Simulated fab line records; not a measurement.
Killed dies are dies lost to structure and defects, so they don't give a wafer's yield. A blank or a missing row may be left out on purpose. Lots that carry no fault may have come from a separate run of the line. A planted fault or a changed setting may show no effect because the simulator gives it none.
Lot-split experiment	flow sfq-line	23 wafers read across 5 lots, on a route 325 steps long

== ABOUT THE SPLIT ==
At SFQ_TRILAYER_I2_VIA_LITHO_EXPOSE_068 (exposes mask I2, target cd 500 nm), the setting dose-mj was moved away from the recipe's 21.3 on 5 of the 23 wafers read, by -5.2% to +3.1%. The other wafers ran this setting at the recipe's value.

== FROM THE SPLIT TO THE READING: what the file shows between them, 2 steps ==
- SFQ_TRILAYER_I2_VIA_LITHO_PEB_070: peb time 60 s
- SFQ_TRILAYER_I2_VIA_LITHO_DEVELOP_069: time 60 s

== THE READING ==
I2.cd-nm (the simulator's own value, which no gauge read), in nm, at SFQ_TRILAYER_I2_VIA_BARC_OPEN_VIA_ETCH_096 (etches BARC in O2, target depth 125 nm, time 41.7 s). The file does not state a usual value for it. The 18 wafers here that ran the recipe average 499.9 nm, standard deviation 2 nm.

wafer	tool, chamber at the split	dose-mj as run	against the recipe	I2.cd-nm, nm	against lot-mates on the recipe
L074.1	krf-scanner-01, 0	21.3	recipe	499.5	-
L074.2	krf-scanner-01, 0	21.3	recipe	498.8	-
L074.3	krf-scanner-01, 0	21.3	recipe	500	-
L074.4	krf-scanner-01, 0	21.3	recipe	498.9	-
L074.5	krf-scanner-01, 0	21.3	recipe	500.3	-
L075.1	krf-scanner-01, 0	21.3	recipe	499.2	-
L075.2	krf-scanner-01, 0	21.3	recipe	499.3	-
L075.3	krf-scanner-01, 0	21.3	recipe	497	-
L075.4	krf-scanner-01, 0	21.3	recipe	497.4	-
L075.6	krf-scanner-01, 0	21.3	recipe	498.7	-
L076.3	krf-scanner-01, 0	21.3	recipe	503.1	-
L076.4	krf-scanner-01, 0	21.3	recipe	503.9	-
L076.6	krf-scanner-01, 0	21.3	recipe	503.8	-
L081.1	krf-scanner-02, 0	21.95	+3.1%	503.7	+3.2
L081.2	krf-scanner-02, 0	21.95	+3.1%	506.4	+5.9
L081.3	krf-scanner-02, 0	21.3	recipe	502.3	-
L081.4	krf-scanner-02, 0	21.95	+3.1%	505.6	+5.1
L081.6	krf-scanner-02, 0	21.3	recipe	498.7	-
L084.1	krf-scanner-01, 0	20.19	-5.2%	490.2	-9.1
L084.2	krf-scanner-01, 0	21.3	recipe	498.9	-
L084.3	krf-scanner-01, 0	20.19	-5.2%	490.8	-8.5
L084.4	krf-scanner-01, 0	21.3	recipe	499.1	-
L084.5	krf-scanner-01, 0	21.3	recipe	499.8	-

THE FIT
A straight line over all 23 wafers: I2.cd-nm changes by +1.78 nm for each +1% of dose-mj; r = +0.88; the points scatter about the line by 1.9 nm.
The same after taking each lot's own level away (the mean of its wafers on the recipe; 23 wafers): +1.64 nm for each +1%; r = +0.96; scatter 0.92 nm.
The reading moves by 8.5 nm for the largest change in dose-mj, on that fit.
From 498.32 to 503.60 nm: that is the span of the lots' own levels, equal to 2.7 times the standard deviation above.
So the lot-to-lot level changes the slope little: the two slopes agree.
Check: for one of the wafers moved furthest among these (-5.2%), held out of the fit, the line's prediction against its lot-mates is -8.31 nm. It came out at -9.07 nm against them.

== ADDITIONAL SPLITS CARRIED BY THESE WAFERS ==
These wafers also went through other splits before the reading. Each is held against what the fit with the lots' levels taken away leaves over:
other split on the same wafers	wafers away from the commonest value	r with I2.cd-nm (lot level and that fit taken away)
SFQ_TRILAYER_M2_LITHO_PEB_060 peb-time-s	8	+0.00
SFQ_TRILAYER_I2_VIA_LITHO_COAT_072 resist-thk-nm	8	+0.08

== FILE'S OWN FIT ==
I2.cd-nm changes by +1.66 nm for each +1% of dose-mj, r = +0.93.
